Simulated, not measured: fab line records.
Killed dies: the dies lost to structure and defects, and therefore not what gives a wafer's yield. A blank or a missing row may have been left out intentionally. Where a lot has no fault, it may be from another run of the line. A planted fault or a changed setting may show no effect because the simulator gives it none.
Comparing a struck lot with a sound one || flow gf180mcu || 18 steps out of a route of 602
Sound: wafers L209.2, L209.3, L209.6. The struck wafers were L204.1, L204.3, L204.5. Last of all comes the cause.
At each step with rows: each side's tool, then ch and its chambers, then its first start. Under that, the readings that differ: sound wafers || struck wafers || difference of the means || sigmas: that difference in standard deviations of wafers without a fault.
alike: words and numbers the same on both sides, and readings whose means are apart by under 2 such deviations; not compared: readings that were withheld, readings missing a value for some wafer, numbers with overlapping values and no deviation given by the record, and bounds like >300 which may hide the same value.
A row with sigmas, a row that says differs or no value, or rows on one side alone: a step with any of these is where the two part. When numbers do not overlap yet have no deviation, they are printed without sigmas and do not part them. A reading that every wafer of one side lacks parts them only if that side has two wafers or more.

first, 3 steps without rows for these wafers: GF_V1_EXPOSE_11 (exposes mask Via1, target cd 260 nm); GF_V1_PEB_12 (peb time 90 s); GF_V1_DEVELOP_13 (develop time 60 s).
GF_V1_CD_MEAS_14: target cd 260 nm.
  sound: cd-sem-01 at day 24 18:53; struck: cd-sem-02 at day 23 08:03
  alike: cd-nm
GF_V1_OVL_MEAS_15:
  sound: overlay-02 at day 24 18:59; struck: overlay-01 at day 23 08:10
  alike: V1_OVL
GF_V1_ETCH_16: etches BARC in N2/H2.
  sound on rie-diel-02 ch 0,3, day 24 19:01; struck on rie-diel-01 ch 0,2,3, day 23 08:12
  alike: chamber-pressure-mTorr, drypump-motor-current-A, oes-product-au, throttle-valve-pct
GF_V1_ETCH_17: etches SiO2 in C4F8/O2/Ar, stops on TiN, target depth 630 nm.
  sound: rie-diel-02 ch 0,3; struck: rie-diel-01 ch 0,2,3
  alike: chamber-pressure-mTorr, oes-product-au
GF_V1_STRIP_18: strips in O2/N2.
  sound on plasma-asher-03 ch 1, day 24 19:09; struck on plasma-asher-01 ch 0,1, day 23 08:20
{"reading": "drypump-motor-current-A (A)", "sound": "4.6 4.6 4.6", "struck": "6.2 5.2 6.2", "difference": "+1.3", "sigmas": "+2"}
{"reading": "heater-power-w (W)", "sound": "361 348 354", "struck": "311 335 306", "difference": -37, "sigmas": -2}
  alike: chamber-pressure-mTorr, oes-product-au
  not compared: rf-hours-counter-h
then, 3 steps without rows for these wafers: GF_V1_STRIP_19 (strips in post etch residue remover, time 1200 s); GF_V1_CLEAN_20 (cleans in DIW); GF_V1_SPUTTER_21 (material Ti, target thk 15 nm, time 80.02 s).
GF_V1_SPUTTER_22: material TiN, target thk 10 nm, time 40 s.
  sound: pvd-sputter-01 at day 24 19:49; struck: pvd-sputter-03 at day 23 08:58
  alike: throttle-valve-pct
GF_V1_CVD_23: deposits W, target thk 350 nm, time 105.05 s.
  sound on cvd-w-02 ch 0, day 24 19:51; struck on cvd-w-01 ch 0,1, day 23 08:59
{"reading": "model.W_of_V1_CVD_23.thk-nm (nm)", "sound": "349.2 350.9 350.6", "struck": "303.1 298.8 301.1", "difference": -49.2, "sigmas": ""}
  alike: heater-power-w
GF_V1_RS_MEAS_24: a four-point-probe measurement.
  sound: film-metro-04 at day 24 19:59; struck: film-metro-04 at day 23 09:07
{"reading": "V1_W_RS (ohm/sq)", "sound": "0.328 0.326 0.328", "struck": "0.379 0.383 0.382", "difference": "+0.054", "sigmas": "+15"}
GF_V1_THK_MEAS_25: measures by xrf.
  sound: film-metro-04 at day 24 20:05; struck: film-metro-04 at day 23 09:14
{"reading": "V1_W_THK (nm)", "sound": "354 357 359", "struck": "304 301 300", "difference": -55, "sigmas": -12}
GF_V1_CMP_26: polishes, stops on SiO2, t overpolish 15 s, target thk 0 nm.
  sound on cmp-02 ch 2,3, day 24 20:08; struck on cmp-01 ch 1,2,3, day 23 09:17
{"reading": "time-to-endpoint-s (s)", "sound": "83 82 86", "struck": "75 70 78", "difference": -9, "sigmas": -3}
  alike: motor-current-A, retaining-ring-pressure-frac
GF_M2_SPUTTER_00: material Ti, target thk 37.5 nm, time 150 s.
  sound: pvd-sputter-04 at day 24 20:26; struck: pvd-sputter-02 at day 23 09:35
  alike: throttle-valve-pct
GF_PASSIVATION_PROBE_99:
  the record holds rows for the sound wafers here (prober-02, day 33 23:30) but none for the struck ones

## WHERE THEY PART
First at GF_V1_STRIP_18; last, within this record, at GF_PASSIVATION_PROBE_99.

WHY: what had been put in by the simulator
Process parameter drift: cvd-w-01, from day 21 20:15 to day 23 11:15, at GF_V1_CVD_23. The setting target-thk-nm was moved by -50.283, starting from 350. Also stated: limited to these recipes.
